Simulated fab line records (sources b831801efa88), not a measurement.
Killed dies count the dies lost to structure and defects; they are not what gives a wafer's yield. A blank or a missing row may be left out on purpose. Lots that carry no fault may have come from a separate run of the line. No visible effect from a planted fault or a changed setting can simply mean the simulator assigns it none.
A struck lot beside a sound one / flow sky130 / 16 steps out of a route of 708
Sound: these wafers, L357.1, L357.2, L357.4. Struck: wafer L369.6. (L369.2 of the same lot was not struck and is left out.) The cause comes at the end.
For every step that has rows: the tool of each side, followed by ch and its chambers, followed by its first start. Under that, the readings that differ: sound wafers / struck wafers / difference of the means / sigmas: that difference in standard deviations of wafers without a fault.
alike: same words and numbers on both sides, and readings whose means sit less than 2 such deviations apart. not compared: any withheld reading, any reading some wafer has no value for, any bound like >300 that may hide the same value, and any number with overlapping values for which the record gives no deviation.
The two part at a step that has a row with sigmas, a row that says differs or no value, or rows on one side only. Numbers that don't overlap but have no deviation are shown without sigmas and don't part them. A reading that every wafer of one side lacks parts them only if that side has two wafers or more.

first, 2 steps without rows for these wafers: SKY_METAL4_PEB_11; SKY_METAL4_DEVELOP_12 (develop time 60 s).
SKY_METAL4_CD_MEAS_13: the cd target is 300 nm.
  sound on cd-sem-02 at day 43 15:16; struck on cd-sem-02 at day 46 22:08
  alike: cd-nm
SKY_METAL4_OVL_MEAS_14:
  sound on overlay-02 at day 43 15:23; struck on overlay-02 at day 46 22:14
  alike: METAL4_OVL
SKY_METAL4_DESCUM_15: chemistry O2, time 8 s.
  sound on rie-metal-04 ch 0,1, day 43 15:25; struck on rie-metal-01 ch 0, day 46 22:16
  alike: chamber-pressure-mTorr, drypump-motor-current-A, oes-product-au
  not compared: rf-hours-counter-h
then, 1 step without rows for these wafers: SKY_METAL4_ETCH_16 (etches BARC in N2/H2, stops on SiO2, time 88.2 s, target depth 60 nm).
SKY_METAL4_ETCH_17: etches SiO2 in C4F8/O2/Ar, stops on TiN, time 3.9 s, target depth 15 nm.
  sound on rie-diel-01 ch 1,2,3, day 43 15:32; struck on rie-diel-01 ch 0, day 46 22:24
  alike: bias-w, chamber-pressure-mTorr, oes-product-au
  not compared: rf-hours-counter-h
SKY_METAL4_METAL_ETCH_18: etches the open film in Cl2/BCl3, stops on SiO2, target depth 845 nm, time 183.1 s.
  sound on rie-metal-01 ch 0,1, day 43 15:34; struck on rie-metal-03 ch 0, day 46 22:25
reading=chamber-pressure-mTorr (mTorr); sound=10.009 9.998 10.014; struck=9.989; difference=-0.018; sigmas=-2
  alike: bias-w, drypump-motor-current-A, oes-product-au, throttle-valve-pct
  not compared: rf-hours-counter-h
SKY_METAL4_STRIP_19: strips in O2/N2.
  sound on plasma-asher-01 ch 0,1, day 43 15:44; struck on plasma-asher-01 ch 1, day 46 22:36
reading=n2-flow-sccm (sccm); sound=299.6 299.2 298.7; struck=301.1; difference=+1.9; sigmas=+2
  alike: chamber-pressure-mTorr, drypump-motor-current-A, oes-product-au, strip-time-to-endpoint-s
  not compared: rf-hours-counter-h
then, 3 steps without rows for these wafers: SKY_METAL4_STRIP_20 (strips in post etch residue remover, time 1200 s); SKY_METAL4_CLEAN_21 (cleans in IPA, time 180 s); SKY_METAL4_CLEAN_22 (cleans in O3/DIW).
SKY_VIA4_HDPCVD_00: deposits SiO2, target thk 1750 nm, time 291.7 s.
  sound on hdpcvd-01 ch 1,2, day 43 16:20; struck on hdpcvd-01 ch 0, day 46 23:12
reading=run-length-s (s); sound=319.3 320.5 320.1; struck=304.9; difference=-15.1; sigmas=-25
reading=model.SiO2_of_VIA4_HDPCVD_00.thk-nm (nm); sound=1757 1750 1736; struck=1658; difference=-90; sigmas=
SKY_VIA4_THK_MEAS_01:
  sound on film-metro-04 at day 43 16:36; struck on film-metro-04 at day 46 23:23
reading=VIA4_HDPCVD_THK (nm); sound=1756 1750 1736; struck=1658; difference=-89; sigmas=-6
SKY_VIA4_CMP_02: polishes SiO2.
  sound on cmp-02 ch 0,1,2, day 43 16:40; struck on cmp-01 ch 3, day 46 23:50
  alike: head-pressure-psi, motor-current-A, platen-rpm, slurry-flow-ml-min
-- the record jumps here: 3 days lie between the struck wafers' starts before and after (it left off in module VIA4 and takes up again in module PAD_OPEN, whose first step shown is number 708 of the route) --
SKY_PAD_OPEN_PROBE_99:
  sound on prober-02 at day 47 15:32; struck on prober-01 at day 50 08:59
reading=killed_at_M4_up; sound=4 5 4; struck=1; difference=-3; sigmas=-2
  alike: defect-limited-yield, killed_at_M0_to_M3, killed-at-contacts, killed-at-front-end, killed-at-other, killed-dies, killed-open, killed-short, sort_bin_3_pad_short, sort_bin_5_function, sort_bin_6_memory, sort-n-pass, sort-yield-pct

== WHERE THEY PART ==
At SKY_METAL4_METAL_ETCH_18 first; at SKY_PAD_OPEN_PROBE_99 last (within this record only).

WHY: whatever the simulator had introduced
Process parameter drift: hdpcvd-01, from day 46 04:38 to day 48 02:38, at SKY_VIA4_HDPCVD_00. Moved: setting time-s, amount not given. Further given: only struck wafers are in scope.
